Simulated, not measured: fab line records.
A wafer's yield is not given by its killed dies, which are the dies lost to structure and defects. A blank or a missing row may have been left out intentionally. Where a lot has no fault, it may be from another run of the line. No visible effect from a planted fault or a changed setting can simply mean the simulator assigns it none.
Problem report in the 8D (eight disciplines) form, filled by code	flow sky130	the parts of the form that need people (team, actions taken, sign-off) are left out

## 1. WHAT WENT WRONG
LDD_HVP_TW at SKY_LDD_HVP_TW_MEAS_10 reads a mean of 509.5 on 9 wafers of 3 lots; wafers without a fault read 457.5 with a standard deviation of 2.3. That puts it +23 standard deviations away from the usual mean.
First observed at day 26 15:40: wafer L481.1, on filmMetro-03. At this step, 36 wafers from 12 lots have a number in the record. The rule behind "out" and "out of limits": a value lying over 4 standard deviations away from the usual mean. The other wafers with a number count as sound.

## 2. WHAT IT IS, AND WHAT IT ISN'T
question	is	is not
which readings at this step	LDD_HVP_TW	-
which lots	L480, L481, L482	L469, L472, L473, L474, L475, L477, L485, L490, L491
which wafers of those lots	all that have a number	-
read on which gauges	filmMetro-02, filmMetro-03, filmMetro-04	-
when	from day 26 15:40	up to then (18 sound wafers); but 9 sound wafers of L485, L490, L491 came after

## 3. SUSPECTS, AND WHAT RULES EACH OUT
Counting: any tool at a process step up to the reading is kept as a suspect provided that every lot that is out went through it and no sound lot did after the first of them.
- the gauge at SKY_LDD_HVP_TW_MEAS_10 is ruled out. 3 gauges (filmMetro-02, filmMetro-03, filmMetro-04) read the wafers that are out.
- implanter-02 at SKY_LDD_HVP_IMPLANT_08: kept. Every lot that is out went through it, starting with L481 (day 26 15:25), and after that it ran no sound lot; the last sound lot it ran before then is L477 (day 26 00:40). Its own doseIonsCm2, faradayCurrentUA readings are out on those wafers.
The count leaves implanter-02 at SKY_LDD_HVP_IMPLANT_08.

## 4. THE CAUSE (what the simulator had put in)
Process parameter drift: implanter-02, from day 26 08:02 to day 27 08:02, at SKY_LDD_HVP_IMPLANT_08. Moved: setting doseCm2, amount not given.
This tool alone remained once counting was done.

## 5. SEQUENCE OF EFFECTS, ordered by route
Each row: a reading whose mean over the struck wafers that have a number lies more than 3 standard deviations from the usual. Only readings whose record carries a usual standard deviation are examined. hours: median over the lots of the time between each lot's start at the first step of this table that gives one and its start at this step. sigmas: the change, counted in usual standard deviations.
hours	step	reading	usual	on struck wafers	change	sigmas
0	SKY_LDD_HVP_IMPLANT_08	doseIonsCm2	1.6999e+13	2.4161e+13	+7.1620e+12	+99 or more
0	SKY_LDD_HVP_IMPLANT_08	faradayCurrentUA	96.2	135.5	+39.3	+20
0	SKY_LDD_HVP_TW_MEAS_10	LDD_HVP_TW	457.5	509.5	+52.0	+23
Its process steps:
- SKY_LDD_HVP_IMPLANT_08
Later steps that measure or inspect, where all struck wafers having a row at the step show a number for every such reading and not one has moved that far: SKY_SPACER_THK_MEAS_01.

## 6. HOW IT WOULD HAVE BEEN CAUGHT EARLIER
In this record the first reading out of limits at a measuring or inspecting step was taken at day 26 15:40, 8 hours after the fault began at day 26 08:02.
At SKY_LDD_HVP_IMPLANT_08, the tool's own readings (doseIonsCm2, faradayCurrentUA) were out on each struck wafer the step has a row for, so an alarm limit on them would have fired on the first such wafer.
Among the 3 lots that are out, L480, L482 began SKY_LDD_HVP_IMPLANT_08 on implanter-02 after day 26 15:40. A hold on the tool at that time would have spared those 2.
